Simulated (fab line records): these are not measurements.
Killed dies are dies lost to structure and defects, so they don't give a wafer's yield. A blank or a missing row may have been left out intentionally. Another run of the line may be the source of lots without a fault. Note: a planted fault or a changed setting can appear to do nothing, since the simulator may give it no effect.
fab line records | flow sky130
record lots=6 | wafers=18 | last-day=50
route steps=708 shown POLY_CUT@310 SD_P@320
lots that met no fault: from a run of the same line without faults
start-h: the number of hours between the record's first day and the start of the first shown wafer of the lot | wait-h: hours elapsed since this lot's preceding step | " as in the row above | L1.1+2: a single row standing in for several wafers | - no value present, or no start provided | * or withheld: withheld | < > ~ a bound
route shown NAME@n: names a module that has steps shown in the file, with the first one's number in the route | usual: mean and standard deviation over wafers with no fault | same: alike in all rows | chamber/n: place in a boat | sites: per-site readings | _std_site: their standard deviation | _edge_site: inner sites' mean taken away from outer sites' mean | radius-mm: how far each site lies from the wafer's centre | mask NAME#n: copy n | behind: the most recent tool/chamber to have shaped the wafer | hold: why the lot went on hold/how many hours it stayed there/how the hold came to an end | device: names the non-switching transistor (n, p or np) | end of line: the same wafers' tests at the end of the route | where a step has no rows: the recipe by itself | killed: dies that structure and defects cost at the first sort, which is not the same as the wafer's yield | map: shows each die of a wafer: x if killed, . if not, _ if none is there
set.NAME: the setting as run; set.NAME@STEP: as run at that earlier step | model.NAME: the simulator's own value behind a step, which no gauge read
lots seen at some steps along the route; tables by step, rows by wafer
services: when a tool's chamber went out of use (start-h, in hours from the record's first day, below 0 if earlier), for how many hours, and the reason
## steps
# step SKY_POLY_CUT_COAT_03
# recipe resist=KrF-thick | spin-rpm=3000 | resist-thk-nm=450
# step SKY_POLY_CUT_SOFTBAKE_04
# recipe temp-c=100 | time-s=90 | resist=KrF-thick
# step SKY_POLY_CUT_EXPOSE_05
# recipe mask-id=NPCM | na=0.8 | source-shape=annular | sigma-inner=0.55 | sigma-outer=0.85 | target-cd-nm=270 | dose-mj=32
# step SKY_POLY_CUT_PEB_06
# recipe peb-temp-c=withheld | peb-time-s=withheld | resist=KrF-thick
# step SKY_POLY_CUT_DEVELOP_07
# recipe develop-time-s=60 | resist=KrF-thick | dev-temp-c=21
# step SKY_POLY_CUT_CD_MEAS_08
# recipe target-cd-nm=270
# usual cd-nm=270.4/1.4
lot.wafer | tool      | chamber | start-h | wait-h | cd-nm
L526.2    | cd-sem-02 | -       | 577.08  | -      | 270.5
L526.4    | "         | -       | "       | "      | 269.6
L526.5    | "         | -       | "       | "      | 268.6
L529.2    | cd-sem-02 | -       | 611.85  | -      | 270.3
L529.5    | "         | -       | "       | "      | 269.1
L529.6    | "         | -       | "       | "      | 269.2
L534.2    | cd-sem-01 | -       | 651.09  | -      | 268.6
L534.4    | "         | -       | "       | "      | 269.1
L534.6    | "         | -       | "       | "      | 271.1
L541.1    | cd-sem-02 | -       | 709.93  | -      | 270.6
L541.2    | "         | -       | "       | "      | 269.6
L541.5    | "         | -       | "       | "      | 272.4
L545.1    | cd-sem-02 | -       | 733.97  | -      | 267.9
L545.3    | "         | -       | "       | "      | 267.7
L545.5    | "         | -       | "       | "      | 268.6
L546.2    | cd-sem-02 | -       | 741.38  | -      | 267.5
L546.4    | "         | -       | "       | "      | 268.4
L546.5    | "         | -       | "       | "      | 269.3
# step SKY_POLY_CUT_OVL_MEAS_09
# usual POLY_CUT_OVL=-1/5.2
lot.wafer | tool       | chamber | start-h | wait-h | POLY_CUT_OVL[nm]
L526.2    | overlay-02 | -       | 577.19  | 0.1    | 0
L526.4    | "          | -       | "       | "      | 2
L526.5    | "          | -       | "       | "      | 9
L529.2    | overlay-02 | -       | 611.96  | 0.1    | -4
L529.5    | "          | -       | "       | "      | 1
L529.6    | "          | -       | "       | "      | -3
L534.2    | overlay-02 | -       | 651.19  | 0.1    | 4
L534.4    | "          | -       | "       | "      | 8
L534.6    | "          | -       | "       | "      | -6
L541.1    | overlay-01 | -       | 710.05  | 0.1    | 0
L541.2    | "          | -       | "       | "      | 7
L541.5    | "          | -       | "       | "      | 6
L545.1    | overlay-01 | -       | 734.09  | 0.1    | -5
L545.3    | "          | -       | "       | "      | 3
L545.5    | "          | -       | "       | "      | 3
L546.2    | overlay-01 | -       | 741.49  | 0.1    | 2
L546.4    | "          | -       | "       | "      | -5
L546.5    | "          | -       | "       | "      | -7
# step SKY_POLY_CUT_ETCH_10
# recipe chemistry=N2/H2 | target=BARC | ion-energy-ev=200 | source-w=500 | bias-w=100 | pressure-mtorr=30 | n2-flow-sccm=100 | h2-flow-sccm=200 | stop-on=SiO2 | time-s=45.9 | target-depth-a=600
# usual drypump-motor-current-A=6.0/0.33 | oes-product-au=0.855/0.0048 | rf-fwd-power-W=495.5/1.8 | throttle-valve-pct=13.224/0.0091
lot.wafer | tool        | chamber | start-h | wait-h | drypump-motor-current-A | oes-product-au | rf-fwd-power-W | rf-hours-counter-h | throttle-valve-pct
L526.2    | rie-diel-04 | 1       | 577.22  | 0.0    | 6.2                     | 0.856          | 496.1          | 44                 | 13.228
L526.4    | "           | 2       | "       | "      | 6.6                     | 0.853          | 496.9          | 78                 | 13.218
L526.5    | "           | 3       | "       | "      | 6.4                     | 0.855          | 495.9          | -                  | 13.226
L529.2    | rie-diel-01 | 2       | 611.99  | 0.0    | 6.0                     | 0.850          | 494.9          | 14                 | 13.229
L529.5    | "           | 3       | "       | "      | 5.5                     | 0.855          | 496.1          | -                  | 13.219
L529.6    | "           | 0       | "       | "      | 6.2                     | 0.859          | 494.8          | -                  | 13.219
L534.2    | rie-diel-01 | 3       | 651.22  | 0.0    | 5.5                     | 0.858          | 492.1          | 11                 | 13.226
L534.4    | "           | 1       | "       | "      | 6.2                     | 0.857          | 493.3          | 10                 | 13.226
L534.6    | "           | 2       | "       | "      | 6.0                     | 0.854          | 496.8          | -                  | 13.218
L541.1    | rie-diel-03 | 2       | 710.09  | 0.0    | 5.4                     | 0.857          | 497.5          | 2                  | 13.237
L541.2    | "           | 0       | "       | "      | 6.0                     | 0.851          | 496.0          | 21                 | 13.229
L541.5    | "           | 0       | "       | "      | 6.0                     | 0.856          | 493.8          | -                  | 13.228
L545.1    | rie-diel-01 | 2       | 734.12  | 0.0    | 5.9                     | 0.857          | 497.6          | 16                 | 13.235
L545.3    | "           | 3       | "       | "      | 5.6                     | 0.854          | 493.0          | 12                 | 13.241
L545.5    | "           | 3       | "       | "      | 5.6                     | 0.864          | 496.0          | -                  | 13.239
L546.2    | rie-diel-01 | 2       | 741.52  | 0.0    | 6.0                     | 0.857          | 494.6          | 17                 | 13.225
L546.4    | "           | 0       | "       | "      | 6.2                     | 0.851          | 492.9          | 8                  | 13.209
L546.5    | "           | 3       | "       | "      | 5.5                     | 0.851          | 495.3          | -                  | 13.199
# step SKY_POLY_CUT_ETCH_11
# recipe target=Si3N4 | chemistry=CF4/CH2F2/Ar | stop-on=poly-Si | source-w=600 | bias-w=150 | pressure-mtorr=40 | cf4-flow-sccm=40 | ch2f2-flow-sccm=20 | Ar_flow_sccm=150 | time-s=42.5 | target-depth-a=600
# usual drypump-motor-current-A=6.0/0.33 | oes-product-au=0.830/0.0069 | rf-fwd-power-W=594.3/2.1 | throttle-valve-pct=14.995/0.0084
lot.wafer | tool        | chamber | start-h | wait-h | drypump-motor-current-A | oes-product-au | rf-fwd-power-W | rf-hours-counter-h | throttle-valve-pct
L526.2    | rie-diel-04 | 1       | 577.26  | 0.0    | 6.3                     | 0.816          | 596.3          | 44                 | 15.008
L526.4    | "           | 2       | "       | "      | 6.6                     | 0.828          | 597.8          | 78                 | 14.986
L526.5    | "           | 3       | "       | "      | 6.3                     | 0.817          | 595.4          | -                  | 14.994
L529.2    | rie-diel-01 | 2       | 612.03  | 0.0    | 6.0                     | 0.834          | 592.3          | 14                 | 14.996
L529.5    | "           | 3       | "       | "      | 5.5                     | 0.837          | 591.9          | -                  | 14.981
L529.6    | "           | 0       | "       | "      | 6.2                     | 0.833          | 594.8          | -                  | 14.999
L534.2    | rie-diel-01 | 3       | 651.27  | 0.0    | 5.5                     | 0.824          | 593.1          | 11                 | 14.984
L534.4    | "           | 1       | "       | "      | 6.2                     | 0.832          | 592.5          | 10                 | 15.005
L534.6    | "           | 2       | "       | "      | 5.9                     | 0.835          | 593.6          | -                  | 14.997
L541.1    | rie-diel-03 | 2       | 710.13  | 0.0    | 5.3                     | 0.843          | 598.1          | 2                  | 14.988
L541.2    | "           | 0       | "       | "      | 6.0                     | 0.834          | 593.4          | 21                 | 15.011
L541.5    | "           | 0       | "       | "      | 6.1                     | 0.826          | 595.0          | -                  | 15.003
L545.1    | rie-diel-01 | 2       | 734.17  | 0.0    | 6.0                     | 0.824          | 597.7          | 16                 | 14.995
L545.3    | "           | 3       | "       | "      | 5.5                     | 0.812          | 593.8          | 12                 | 14.987
L545.5    | "           | 3       | "       | "      | 5.5                     | 0.830          | 594.8          | -                  | 14.987
L546.2    | rie-diel-01 | 2       | 741.56  | 0.0    | 5.9                     | 0.823          | 595.6          | 17                 | 15.008
L546.4    | "           | 0       | "       | "      | 6.2                     | 0.831          | 596.4          | 8                  | 14.980
L546.5    | "           | 3       | "       | "      | 5.5                     | 0.835          | 591.9          | -                  | 14.985
# step SKY_POLY_CUT_STRIP_12
# recipe chemistry=O2/N2 | power-w=1400 | pressure-mtorr=1500 | platen-temp-c=withheld | o2-flow-sccm=3000 | n2-flow-sccm=300 | overash-fraction=0.5
# usual drypump-motor-current-A=5.5/0.44 | oes-product-au=0.453/0.0049 | strip-time-to-endpoint-s=5.358/0.018
lot.wafer | tool            | chamber | start-h | wait-h | drypump-motor-current-A | oes-product-au | rf-hours-counter-h | strip-time-to-endpoint-s
L526.2    | plasma-asher-04 | 0       | 577.30  | 0.0    | 5.3                     | 0.458          | 89                 | 5.359
L526.4    | "               | 0       | "       | "      | 5.3                     | 0.457          | -                  | 5.378
L526.5    | "               | 0       | "       | "      | 5.3                     | 0.446          | -                  | 5.352
L529.2    | plasma-asher-01 | 0       | 612.07  | 0.0    | 6.6                     | 0.449          | 49                 | 5.352
L529.5    | "               | 1       | "       | "      | 5.4                     | 0.455          | -                  | 5.373
L529.6    | "               | 0       | "       | "      | 6.6                     | 0.450          | -                  | 5.371
L534.2    | plasma-asher-02 | 1       | 651.31  | 0.0    | 5.4                     | 0.452          | 21                 | 5.358
L534.4    | "               | 0       | "       | "      | 5.5                     | 0.451          | -                  | 5.341
L534.6    | "               | 0       | "       | "      | 5.5                     | 0.452          | -                  | 5.344
L541.1    | plasma-asher-04 | 1       | 710.17  | 0.0    | 5.3                     | 0.459          | 101                | 5.374
L541.2    | "               | 0       | "       | "      | 5.3                     | 0.449          | 101                | 5.360
L541.5    | "               | 1       | "       | "      | 5.3                     | 0.445          | -                  | 5.321
L545.1    | plasma-asher-02 | 0       | 734.21  | 0.0    | 5.5                     | 0.446          | 29                 | 5.384
L545.3    | "               | 1       | "       | "      | 5.4                     | 0.446          | -                  | 5.382
L545.5    | "               | 1       | "       | "      | 5.4                     | 0.444          | -                  | 5.349
L546.2    | plasma-asher-01 | 1       | 741.60  | 0.0    | 5.4                     | 0.450          | 60                 | 5.349
L546.4    | "               | 0       | "       | "      | 6.6                     | 0.448          | -                  | 5.348
L546.5    | "               | 1       | "       | "      | 5.4                     | 0.449          | -                  | 5.352
# step SKY_SD_P_DEHYDRATE_00
# recipe temp-c=200 | time-s=60
# step SKY_SD_P_HMDS_01
# recipe prime-time-s=60 | prime-temp-c=120
# step SKY_SD_P_COAT_02
# recipe resist=NOVOLAK | spin-rpm=3000 | resist-thk-nm=1140
# usual exhaust-pa=45.0/0.94
lot.wafer | tool           | chamber | start-h | wait-h | exhaust-pa | model.NOVOLAK_of_SD_P_COAT_02.thk-nm
L526.2    | litho-track-03 | 0       | 590.79  | 0.1    | 45.0       | 1146
L526.4    | "              | 0       | "       | "      | 46.0       | 1147
L526.5    | "              | 0       | "       | "      | 45.9       | 1146
L529.2    | litho-track-03 | 0       | 626.04  | 0.1    | 45.6       | 816.2
L529.5    | "              | 0       | "       | "      | 44.1       | 814.8
L529.6    | "              | 0       | "       | "      | 44.5       | 1141
L534.2    | litho-track-03 | 0       | 666.24  | 0.1    | 45.4       | 815.7
L534.4    | "              | 0       | "       | "      | 43.6       | 817.1
L534.6    | "              | 0       | "       | "      | 45.1       | 1137
L541.1    | litho-track-02 | 0       | 723.88  | 0.1    | 46.7       | 1145
L541.2    | "              | 0       | "       | "      | 45.5       | 1149
L541.5    | "              | 0       | "       | "      | 45.2       | 1144
L545.1    | litho-track-02 | 0       | 747.88  | 0.1    | 45.1       | 1141
L545.3    | "              | 0       | "       | "      | 45.7       | 1137
L545.5    | "              | 0       | "       | "      | 45.5       | 1135
L546.2    | litho-track-03 | 0       | 755.49  | 0.1    | 44.7       | 1146
L546.4    | "              | 0       | "       | "      | 45.3       | 1140
L546.5    | "              | 0       | "       | "      | 46.2       | 1141
# step SKY_SD_P_SOFTBAKE_03
# recipe temp-c=90 | time-s=60 | resist=NOVOLAK
# step SKY_SD_P_EXPOSE_04
# recipe mask-id=PSDM | na=0.6 | source-shape=conventional | sigma-outer=0.6 | polarization=unpolarized | target-cd-nm=380 | dose-mj=138
# step SKY_SD_P_PEB_05
# recipe temp-c=withheld | time-s=* | resist=NOVOLAK
# step SKY_SD_P_DEVELOP_06
# recipe resist=NOVOLAK | developer=TMAH | develop-time-s=60 | dev-temp-c=23
# usual developer-temp-C=23.01/0.11 | exhaust-pa=44.9/0.85
lot.wafer | tool           | chamber | start-h | wait-h | developer-temp-C | exhaust-pa | model.NOVOLAK_of_SD_P_COAT_02.thk-nm
L526.2    | litho-track-04 | 0       | 605.79  | 0.1    | 23.06            | 44.1       | 1146
L526.4    | "              | 0       | "       | "      | 23.08            | 42.8       | 1147
L526.5    | "              | 0       | "       | "      | 23.08            | 44.8       | 1146
L529.2    | litho-track-03 | 0       | 640.59  | 0.1    | 22.92            | 44.6       | 815.8
L529.5    | "              | 0       | "       | "      | 22.99            | 45.2       | 814.4
L529.6    | "              | 0       | "       | "      | 22.88            | 44.3       | 1141
L534.2    | litho-track-03 | 0       | 679.74  | 0.1    | 23.02            | 45.4       | 815.3
L534.4    | "              | 0       | "       | "      | 22.89            | 45.9       | 816.7
L534.6    | "              | 0       | "       | "      | 22.90            | 45.4       | 1137
L541.1    | litho-track-04 | 0       | 737.22  | 0.1    | 23.09            | 44.5       | 1145
L541.2    | "              | 0       | "       | "      | 23.01            | 45.1       | 1149
L541.5    | "              | 0       | "       | "      | 23.02            | 44.4       | 1144
L545.1    | litho-track-02 | 0       | 761.18  | 0.1    | 23.10            | 44.8       | 1141
L545.3    | "              | 0       | "       | "      | 22.94            | 45.8       | 1137
L545.5    | "              | 0       | "       | "      | 23.02            | 45.0       | 1135
L546.2    | litho-track-02 | 0       | 768.56  | 0.1    | 23.19            | 45.3       | 1145
L546.4    | "              | 0       | "       | "      | 23.14            | 44.9       | 1139
L546.5    | "              | 0       | "       | "      | 23.04            | 46.2       | 1141
# step SKY_SD_P_CD_MEAS_07
# recipe target-cd-nm=380
# usual cd-nm=380.4/2.5
lot.wafer | tool      | chamber | start-h | wait-h | cd-nm
L526.2    | cd-sem-02 | -       | 605.94  | 0.1    | 381.8
L526.4    | "         | -       | "       | "      | 380.0
L526.5    | "         | -       | "       | "      | 381.6
L529.2    | cd-sem-01 | -       | 640.74  | 0.1    | 416.2
L529.5    | "         | -       | "       | "      | 416.1
L529.6    | "         | -       | "       | "      | 380.1
L534.2    | cd-sem-02 | -       | 679.89  | 0.1    | 415.5
L534.4    | "         | -       | "       | "      | 413.3
L534.6    | "         | -       | "       | "      | 379.2
L541.1    | cd-sem-02 | -       | 737.37  | 0.1    | 383.1
L541.2    | "         | -       | "       | "      | 383.9
L541.5    | "         | -       | "       | "      | 383.6
L545.1    | cd-sem-01 | -       | 761.33  | 0.1    | 379.3
L545.3    | "         | -       | "       | "      | 379.3
L545.5    | "         | -       | "       | "      | 378.0
L546.2    | cd-sem-02 | -       | 768.70  | 0.1    | 376.8
L546.4    | "         | -       | "       | "      | 381.3
L546.5    | "         | -       | "       | "      | 378.9
# step SKY_SD_P_OVL_MEAS_08
# usual SD_P_OVL=-0.3/1.1
lot.wafer | tool       | chamber | start-h | wait-h | SD_P_OVL[nm]
L526.2    | overlay-02 | -       | 606.04  | 0.1    | -1.0
L526.4    | "          | -       | "       | "      | -0.3
L526.5    | "          | -       | "       | "      | -0.3
L529.2    | overlay-01 | -       | 640.84  | 0.1    | -0.8
L529.5    | "          | -       | "       | "      | -3.2
L529.6    | "          | -       | "       | "      | -0.4
L534.2    | overlay-01 | -       | 679.99  | 0.1    | -1.4
L534.4    | "          | -       | "       | "      | 1.8
L534.6    | "          | -       | "       | "      | 0.3
L541.1    | overlay-01 | -       | 737.49  | 0.1    | -0.6
L541.2    | "          | -       | "       | "      | 0.0
L541.5    | "          | -       | "       | "      | -0.8
L545.1    | overlay-02 | -       | 761.45  | 0.1    | -0.7
L545.3    | "          | -       | "       | "      | -1.2
L545.5    | "          | -       | "       | "      | 0.3
L546.2    | overlay-01 | -       | 768.81  | 0.1    | -0.4
L546.4    | "          | -       | "       | "      | 0.9
L546.5    | "          | -       | "       | "      | -1.1
# step SKY_SD_P_IMPLANT_09
# recipe species=BF2 | energy-kev=20 | dose-cm2=3e+15 | tilt-deg=0
# step SKY_SD_P_STRIP_10
# recipe chemistry=O2/N2 | power-w=1400 | pressure-mtorr=1500 | platen-temp-c=withheld | o2-flow-sccm=3000 | n2-flow-sccm=300 | overash-fraction=0.5
# usual drypump-motor-current-A=5.7/0.56 | oes-product-au=0.618/0.005 | strip-time-to-endpoint-s=17.52/0.037
lot.wafer | tool            | chamber | start-h | wait-h | drypump-motor-current-A | oes-product-au | rf-hours-counter-h | strip-time-to-endpoint-s
L526.2    | plasma-asher-01 | 1       | 606.22  | 0.1    | 5.4                     | 0.617          | 49                 | 17.55
L526.4    | "               | 1       | "       | "      | 5.4                     | 0.626          | -                  | 17.56
L526.5    | "               | 1       | "       | "      | 5.4                     | 0.613          | -                  | 17.59
L529.2    | plasma-asher-04 | 1       | 641.02  | 0.1    | 5.3                     | 0.584          | 95                 | 13.78
L529.5    | "               | 1       | "       | "      | 5.3                     | 0.590          | -                  | 13.78
L529.6    | "               | 0       | "       | "      | 5.3                     | 0.614          | -                  | 17.52
L534.2    | plasma-asher-01 | 1       | 680.17  | 0.1    | 5.4                     | 0.590          | 56                 | 13.78
L534.4    | "               | 1       | "       | "      | 5.4                     | 0.590          | -                  | 13.76
L534.6    | "               | 1       | "       | "      | 5.4                     | 0.612          | -                  | 17.44
L541.1    | plasma-asher-03 | 1       | 737.67  | 0.1    | 5.4                     | 0.619          | 92                 | 17.56
L541.2    | "               | 0       | "       | "      | 6.4                     | 0.614          | 92                 | 17.61
L541.5    | "               | 0       | "       | "      | 6.4                     | 0.612          | -                  | 17.56
L545.1    | plasma-asher-04 | 0       | 761.64  | 0.1    | 5.3                     | 0.617          | 1                  | 17.49
L545.3    | "               | 1       | "       | "      | 5.3                     | 0.613          | -                  | 17.46
L545.5    | "               | 0       | "       | "      | 5.3                     | 0.614          | -                  | 17.45
L546.2    | plasma-asher-04 | 1       | 768.99  | 0.1    | 5.3                     | 0.621          | 2                  | 17.54
L546.4    | "               | 0       | "       | "      | 5.3                     | 0.617          | -                  | 17.47
L546.5    | "               | 1       | "       | "      | 5.3                     | 0.615          | -                  | 17.48
# step SKY_SD_P_TW_MEAS_11
# usual SD_P_TW=2817/18
lot.wafer | tool          | chamber | start-h | wait-h | SD_P_TW
L526.2    | film-metro-04 | -       | 606.33  | 0.1    | 2811
L526.4    | "             | -       | "       | "      | 2783
L526.5    | "             | -       | "       | "      | 2791
L529.2    | film-metro-02 | -       | 641.13  | 0.1    | 2822
L529.5    | "             | -       | "       | "      | 2802
L529.6    | "             | -       | "       | "      | 2827
L534.2    | film-metro-04 | -       | 680.28  | 0.1    | 2800
L534.4    | "             | -       | "       | "      | 2808
L534.6    | "             | -       | "       | "      | 2794
L541.1    | film-metro-02 | -       | 737.77  | 0.1    | 2833
L541.2    | "             | -       | "       | "      | 2821
L541.5    | "             | -       | "       | "      | 2828
L545.1    | film-metro-04 | -       | 761.74  | 0.1    | 2788
L545.3    | "             | -       | "       | "      | 2795
L545.5    | "             | -       | "       | "      | 2792
L546.2    | film-metro-04 | -       | 769.10  | 0.1    | 2815
L546.4    | "             | -       | "       | "      | 2817
L546.5    | "             | -       | "       | "      | 2825
## services
tool            | chamber | start-h | hours | kind
plasma-asher-02 | -       | 556.41  | 12.3  | pm
rie-diel-04     | 1       | 557.94  | 4.3   | repair
rie-diel-01     | 0       | 573.92  | 11.8  | repair
plasma-asher-02 | -       | 576.48  | 2.1   | repair
rie-diel-04     | 2       | 589.87  | -     | clean
rie-diel-03     | 2       | 599.45  | 14.4  | repair
rie-diel-04     | 2       | 614.01  | 84.9  | repair
plasma-asher-04 | -       | 654.46  | 0.6   | repair
rie-diel-01     | 3       | 671.04  | 12.9  | repair
rie-diel-03     | 3       | 684.85  | 4.5   | repair
rie-diel-03     | 3       | 691.20  | 8.6   | repair
plasma-asher-04 | -       | 702.76  | 2.8   | pm
plasma-asher-01 | -       | 719.23  | 14.6  | pm
plasma-asher-04 | -       | 733.75  | 9.0   | pm
plasma-asher-04 | 0       | 733.75  | 9.0   | vent-cycle
plasma-asher-04 | 1       | 733.75  | 9.0   | vent-cycle
plasma-asher-01 | -       | 733.80  | 2.8   | pm
rie-diel-04     | 1       | 735.42  | 7.6   | repair
plasma-asher-04 | 0       | 742.75  | -     | clean
plasma-asher-04 | 1       | 742.75  | -     | clean
rie-diel-03     | -       | 743.50  | 0.1   | repair
plasma-asher-04 | -       | 750.63  | 6.0   | repair
rie-diel-03     | -       | 758.72  | 2.8   | pm
plasma-asher-03 | -       | 768.12  | 8.2   | repair
## key
first-sign step=SKY_SD_P_CD_MEAS_07 | reading=cd-nm | direction=up | sigmas=14 | usual=380.4 | struck=415.3
effect step=SKY_SD_P_STRIP_10 | reading=strip-time-to-endpoint-s | direction=down | sigmas=99+ | usual=* | struck=*
model-effect step=SKY_SD_P_COAT_02 | value=NOVOLAK_of_SD_P_COAT_02.thk-nm | without=1140 | struck=816
model-effect step=SKY_SD_P_DEVELOP_06 | value=NOVOLAK_of_SD_P_COAT_02.thk-nm | without=1140 | struck=815.6
met-at SKY_SD_P_COAT_02
struck-wafers L529.2,L529.5,L534.2,L534.4
tester-left-out L529,L534
onset-between 590.79 626.04
fault kind=process-parameter-drift | tool=litho-track-03 | chamber=- | onset-h=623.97 | steps=SKY_SD_P_COAT_02 | channel=resist-thk-nm | offset=-324.34 | shape=step | end-h=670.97 | scope=struck-wafers-only | acts-in=these-recipes-only | stated=1140
# tester-left-out: of these lots the tester's yield and bins aren't shown, on N5 and GAA mostly nor the transistor test; their killed dies are dies lost to structure and defects alone, not to doping, threshold or leakage, so they don't give the yield
